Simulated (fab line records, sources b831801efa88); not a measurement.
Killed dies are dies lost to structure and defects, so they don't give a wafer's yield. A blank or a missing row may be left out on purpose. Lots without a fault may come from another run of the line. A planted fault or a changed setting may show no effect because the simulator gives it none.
Which tool did it? | flow gf180mcu | 12 lots, 35 wafers sampled, at 5 steps of a route of 602

WHAT THE GAUGES READ, wafer by wafer
The record holds no reading of a measuring or inspecting step that can be judged against a usual standard deviation.

WHICH TOOL RAN EACH LOT (tool, then ch and the chambers of the sampled wafers, then the start)
lot  | GF_V4_SPUTTER_21             | GF_MIM_SPUTTER_02            | GF_M5_METAL_ETCH_10               | GF_V5_CVD_02                    | GF_V5_CVD_23
L363 | pvd_sputter-03, day 24 20:05 | pvd_sputter-02, day 24 20:55 | rie_metal-01 ch 0, day 26 15:39   | pecvd-03 ch 0,1,2, day 26 16:29 | cvd_w-01 ch 0,1, day 27 13:53
L365 | pvd_sputter-04, day 25 02:10 | pvd_sputter-02, day 25 03:01 | rie_metal-02 ch 0,1, day 26 20:50 | pecvd-02 ch 0,2, day 26 21:35   | cvd_w-02 ch 0,1, day 27 19:07
L366 | pvd_sputter-01, day 25 12:02 | pvd_sputter-04, day 25 12:52 | rie_metal-01 ch 0,1, day 27 05:44 | pecvd-04 ch 1,2, day 27 06:32   | cvd_w-02 ch 0,1, day 28 03:52
L368 | pvd_sputter-03, day 25 23:40 | pvd_sputter-03, day 26 00:31 | rie_metal-04 ch 0,1, day 27 17:59 | pecvd-02 ch 0,1,2, day 27 18:47 | cvd_w-01 ch 0,1, day 28 16:47
L369 | pvd_sputter-03, day 26 12:47 | pvd_sputter-04, day 26 13:37 | rie_metal-04 ch 0,1, day 28 06:26 | pecvd-03 ch 0,1, day 28 07:13   | cvd_w-01 ch 0,1, day 29 04:18
L370 | pvd_sputter-01, day 26 21:50 | pvd_sputter-02, day 26 22:39 | rie_metal-04 ch 0,1, day 28 15:44 | pecvd-04 ch 0,1, day 28 16:29   | cvd_w-02 ch 0,1, day 29 12:14
L372 | pvd_sputter-01, day 27 08:35 | pvd_sputter-04, day 27 09:25 | rie_metal-01 ch 0,1, day 29 01:58 | pecvd-04 ch 0,1,2, day 29 02:43 | cvd_w-01 ch 0,1, day 29 23:15
L373 | pvd_sputter-03, day 27 16:28 | pvd_sputter-04, day 27 17:28 | rie_metal-04 ch 0, day 29 09:34   | pecvd-04 ch 1,2, day 29 10:21   | cvd_w-02 ch 0,1, day 30 06:32
L374 | pvd_sputter-03, day 27 22:48 | pvd_sputter-04, day 27 23:39 | rie_metal-01 ch 0,1, day 29 16:02 | pecvd-02 ch 0,2, day 29 16:48   | cvd_w-02 ch 0,1, day 30 12:34
L375 | pvd_sputter-04, day 28 15:04 | pvd_sputter-02, day 28 15:54 | rie_metal-04 ch 0,1, day 30 05:20 | pecvd-04 ch 0,1, day 30 06:05   | cvd_w-01 ch 0,1, day 31 01:07
L383 | pvd_sputter-03, day 30 15:11 | pvd_sputter-04, day 30 16:01 | rie_metal-04 ch 0, day 32 02:30   | pecvd-02 ch 0, day 32 03:16     | cvd_w-02 ch 0,1, day 32 21:33
L384 | pvd_sputter-01, day 30 16:42 | pvd_sputter-03, day 30 17:32 | rie_metal-04 ch 0,1, day 32 05:09 | pecvd-02 ch 0,1,2, day 32 05:54 | cvd_w-01 ch 0,1, day 32 23:26
- GF_V4_SPUTTER_21: material Ti, target thk 15 nm, time 80.02 s.
- GF_MIM_SPUTTER_02: material AlCu, target thk 450 nm, time 23.9 s.
- GF_M5_METAL_ETCH_10: etches the open film in Cl2/BCl3, stops on SiO2, target depth 627.5 nm, time 104.6 s.
- GF_V5_CVD_02: deposits SiO2 from TEOS, target thk 1450 nm, time 163.28 s.
- GF_V5_CVD_23: deposits W, target thk 350 nm, time 104.9 s.

WHAT THE TOOLS THEMSELVES READ (means of the sampled wafers that have a number; where no wafer has one, the mark that the record gives instead)
GF_V4_SPUTTER_21. Usual: throttle_valve_pct 30.4 %, standard deviation 0.79.
lot  | tool           | throttle_valve_pct (%) | flag
L363 | pvd_sputter-03 | 29.4                   |
L365 | pvd_sputter-04 | 30.5                   |
L366 | pvd_sputter-01 | 30.4                   |
L368 | pvd_sputter-03 | 30.1                   |
L369 | pvd_sputter-03 | 29.9                   |
L370 | pvd_sputter-01 | 30.3                   |
L372 | pvd_sputter-01 | 30.7                   |
L373 | pvd_sputter-03 | 30.5                   |
L374 | pvd_sputter-03 | 30.7                   |
L375 | pvd_sputter-04 | 31.1                   |
L383 | pvd_sputter-03 | 29.8                   |
L384 | pvd_sputter-01 | 30.9                   |

GF_MIM_SPUTTER_02. Usual: throttle_valve_pct 30.3 %, standard deviation 0.93.
lot  | tool           | throttle_valve_pct (%) | flag
L363 | pvd_sputter-02 | 30.6                   |
L365 | pvd_sputter-02 | 29.7                   |
L366 | pvd_sputter-04 | 30.5                   |
L368 | pvd_sputter-03 | 30.4                   |
L369 | pvd_sputter-04 | 30.5                   |
L370 | pvd_sputter-02 | 29.4                   |
L372 | pvd_sputter-04 | 29.9                   |
L373 | pvd_sputter-04 | 30.6                   |
L374 | pvd_sputter-04 | 30.7                   |
L375 | pvd_sputter-02 | 29.6                   |
L383 | pvd_sputter-04 | 30.9                   |
L384 | pvd_sputter-03 | 28.9                   |

GF_M5_METAL_ETCH_10. Usual: drypump_motor_current_A 5.8 A, standard deviation 0.44; he_backside_leak_sccm 3.37 sccm, standard deviation 0.26; oes_product_au 0.974 a.u., standard deviation 0.0063; throttle_valve_pct 28.248 %, standard deviation 0.011.
lot  | tool         | drypump_motor_current_A (A) | he_backside_leak_sccm (sccm) | oes_product_au (a.u.) | throttle_valve_pct (%) | flag
L363 | rie_metal-01 | 6.1                         | 3.29                         | 0.976                 | 28.250                 |
L365 | rie_metal-02 | 5.7                         | 3.46                         | 0.977                 | 28.250                 |
L366 | rie_metal-01 | 6.1                         | 3.35                         | 0.974                 | 28.258                 |
L368 | rie_metal-04 | 5.6                         | 3.38                         | 0.970                 | 28.252                 |
L369 | rie_metal-04 | 5.4                         | 3.19                         | 0.971                 | 28.241                 |
L370 | rie_metal-04 | 5.6                         | 3.50                         | 0.970                 | 28.243                 |
L372 | rie_metal-01 | 6.2                         | 3.52                         | 0.966                 | 28.248                 |
L373 | rie_metal-04 | 5.9                         | 3.66                         | 0.972                 | 28.246                 |
L374 | rie_metal-01 | 6.2                         | 3.52                         | 0.964                 | 28.261                 |
L375 | rie_metal-04 | 5.6                         | 3.14                         | 0.981                 | 28.235                 |
L383 | rie_metal-04 | 5.9                         | 3.43                         | 0.708                 | 28.522                 | OFF
L384 | rie_metal-04 | 5.6                         | 3.13                         | 0.976                 | 28.230                 |

GF_V5_CVD_02. Usual: heater_power_w 664 W, standard deviation 120.
lot  | tool     | heater_power_w (W) | flag
L363 | pecvd-03 | 649                |
L365 | pecvd-02 | 650                |
L366 | pecvd-04 | 703                |
L368 | pecvd-02 | 660                |
L369 | pecvd-03 | 597                |
L370 | pecvd-04 | 572                |
L372 | pecvd-04 | 583                |
L373 | pecvd-04 | 707                |
L374 | pecvd-02 | 620                |
L375 | pecvd-04 | 560                |
L383 | pecvd-02 | 550                |
L384 | pecvd-02 | 748                |

GF_V5_CVD_23. Usual: heater_power_w 919 W, standard deviation 67.
lot  | tool     | heater_power_w (W) | flag
L363 | cvd_w-01 | 902                |
L365 | cvd_w-02 | 946                |
L366 | cvd_w-02 | 888                |
L368 | cvd_w-01 | 896                |
L369 | cvd_w-01 | 890                |
L370 | cvd_w-02 | 936                |
L372 | cvd_w-01 | 904                |
L373 | cvd_w-02 | 963                |
L374 | cvd_w-02 | 918                |
L375 | cvd_w-01 | 938                |
L383 | cvd_w-02 | 941                |
L384 | cvd_w-01 | 938                |

THE ANSWER, worked out from the rows above alone
Rule: a lot is off if the mean of its wafers that have a number lies more than 3 standard deviations from the usual mean. A lot without any number at a reading at which 4 lots or more have one is off too. The other lots that the step has rows for count as sound. The gauges are gone through in route order, then the tools' own readings, and for those a lot's mean is taken as printed above. The first step at which some lot is off is used, and at that step the reading that is off furthest; a lot without a number counts as furthest.
Off: L383, at GF_M5_METAL_ETCH_10 (oes_product_au).
A tool fits if, at that step or a process step before it, it ran every lot that is off, and no sound lot after the first of them. Can't be told from this: 2 tools fit, pvd_sputter-03 at GF_V4_SPUTTER_21, pvd_sputter-04 at GF_MIM_SPUTTER_02.

WHAT THE SIMULATOR HAD PUT IN
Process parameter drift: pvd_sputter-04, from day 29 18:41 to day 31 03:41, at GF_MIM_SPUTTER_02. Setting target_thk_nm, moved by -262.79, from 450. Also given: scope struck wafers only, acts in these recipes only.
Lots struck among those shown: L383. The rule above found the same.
